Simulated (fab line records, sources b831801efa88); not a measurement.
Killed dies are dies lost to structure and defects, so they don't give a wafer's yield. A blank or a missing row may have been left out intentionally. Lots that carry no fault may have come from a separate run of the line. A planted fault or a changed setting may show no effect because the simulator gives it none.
A struck lot beside a sound one || flow gf180mcu || 28 steps out of a route of 602
Sound: these wafers, L643.1, L643.2, L643.5. Wafers struck: L653.3, L653.6. The cause comes at the end.
For every step that has rows: the tool of each side, followed by ch and its chambers, followed by its first start. Under that, the readings that differ: sound wafers || struck wafers || difference of the means || sigmas: that difference in standard deviations of wafers without a fault.
alike: same words and numbers on both sides, and readings whose means sit less than 2 such deviations apart. not compared: any withheld reading, any reading some wafer has no value for, any bound like >300 that may hide the same value, and any number with overlapping values for which the record gives no deviation.
Wherever a step has rows on one side only, a row that says differs or no value, or a row with sigmas, the two part there. Numbers that don't overlap but have no deviation are shown without sigmas and don't part them. A reading missing from all wafers of one side parts the sides only when that side holds two or more wafers.

first, 8 steps without rows for these wafers: GF_M2_PEB_12 (peb time 90 s); GF_M2_DEVELOP_13 (develop time 60 s); GF_M2_METAL_ETCH_16 (etches the open film in Cl2/BCl3, stops on SiO2, target depth 750.8 nm, time 125.1 s); GF_M2_STRIP_17 (strips in O2/N2); GF_M2_STRIP_18 (strips in post etch residue remover, time 1200 s); GF_M2_CLEAN_19 (cleans in DIW); GF_V2_CVD_00 (deposits SiO2, target thk 600 nm, time 100 s); GF_V2_CVD_02 (deposits SiO2 from TEOS, target thk 850 nm, time 94.851 s).
GF_V2_CMP_04: polishes SiO2.
  sound on cmp-02 ch 1,2,3, day 20 02:29; struck on cmp-02 ch 1,2, day 24 16:22
{"reading": "time to endpoint s (s)", "sound": "88 81 76", "struck": "98 101", "difference": "+18", "sigmas": "+3"}
{"reading": "model.SiO2_of_V2_CVD_02.thk nm (nm)", "sound": "633.9 631.4 631.8", "struck": "704.6 705.6", "difference": "+72.7", "sigmas": ""}
  alike: motor current A, platen rpm
GF_V2_BOW_MEAS_05:
  struck on film metro-03, day 24 16:57; sound on film metro-04, day 20 02:47
{"reading": "V2_BOW (um)", "sound": "92 110 109", "struck": "- -", "difference": "no value on the struck wafers", "sigmas": ""}
  not compared: hold
then, 8 steps without rows for these wafers: GF_V2_HMDS_07 (prime time 60 s); GF_V2_COAT_08; GF_V2_COAT_09 (resist thk 1000 nm); GF_V2_SOFTBAKE_10 (time 60 s); GF_V2_EXPOSE_11 (exposes mask Via2, target cd 260 nm); GF_V2_PEB_12 (peb time 90 s); GF_V2_DEVELOP_13 (develop time 60 s); GF_V2_ETCH_16 (etches BARC in N2/H2).
GF_V2_ETCH_17: etches SiO2 in C4F8/O2/Ar, stops on TiN, target depth 630 nm.
  sound: rie diel-03 ch 0,1,3; struck: rie diel-01 ch 0,1
{"reading": "oes product au (a.u.)", "sound": "0.868 0.851 0.849", "struck": "0.915 0.903", "difference": "+0.053", "sigmas": "+12"}
{"reading": "model.etch.depth nm (nm)", "sound": "633.9 631.4 631.8", "struck": "704.6 705.6", "difference": "+72.7", "sigmas": ""}
{"reading": "model.V2.feature depth nm (nm)", "sound": "633.9 631.4 631.8", "struck": "704.6 705.6", "difference": "+72.7", "sigmas": ""}
then, 6 steps without rows for these wafers: GF_V2_STRIP_18 (strips in O2/N2); GF_V2_STRIP_19 (strips in post etch residue remover, time 1200 s); GF_V2_CLEAN_20 (cleans in DIW); GF_V2_SPUTTER_21 (material Ti, target thk 15 nm, time 80.02 s); GF_V2_SPUTTER_22 (material TiN, target thk 10 nm, time 40 s); GF_V2_CVD_23 (deposits W, target thk 350 nm, time 104.94 s).
GF_V2_CMP_26: polishes, stops on SiO2, t overpolish 15 s, target thk 0 nm.
  sound on cmp-01 ch 0,2,3, day 21 04:02; struck on cmp-02 ch 1,3, day 25 15:32
{"reading": "model.SiO2_of_V2_CVD_02.thk nm (nm)", "sound": "630.1 627.6 628", "struck": "700.8 701.8", "difference": "+72.7", "sigmas": ""}
  alike: motor current A, platen rpm
then, 1 step without rows for these wafers: GF_M3_SPUTTER_00 (material Ti, target thk 37.5 nm, time 150 s).
-- the record jumps here: 8 days lie between the struck wafers' starts before and after (it left off in module M3 and takes up again in module PASSIVATION, whose first step shown is number 602 of the route) --
GF_PASSIVATION_PROBE_99:
  the record has rows for the struck wafers here (prober-02, day 33 04:47) and none for the sound ones

== WHERE THEY PART ==
At GF_V2_CMP_04 first; at GF_PASSIVATION_PROBE_99 last (within this record only).

WHY: what had been put in by the simulator
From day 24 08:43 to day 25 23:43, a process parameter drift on cmp-02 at GF_V2_CMP_04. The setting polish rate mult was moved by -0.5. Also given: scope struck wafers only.
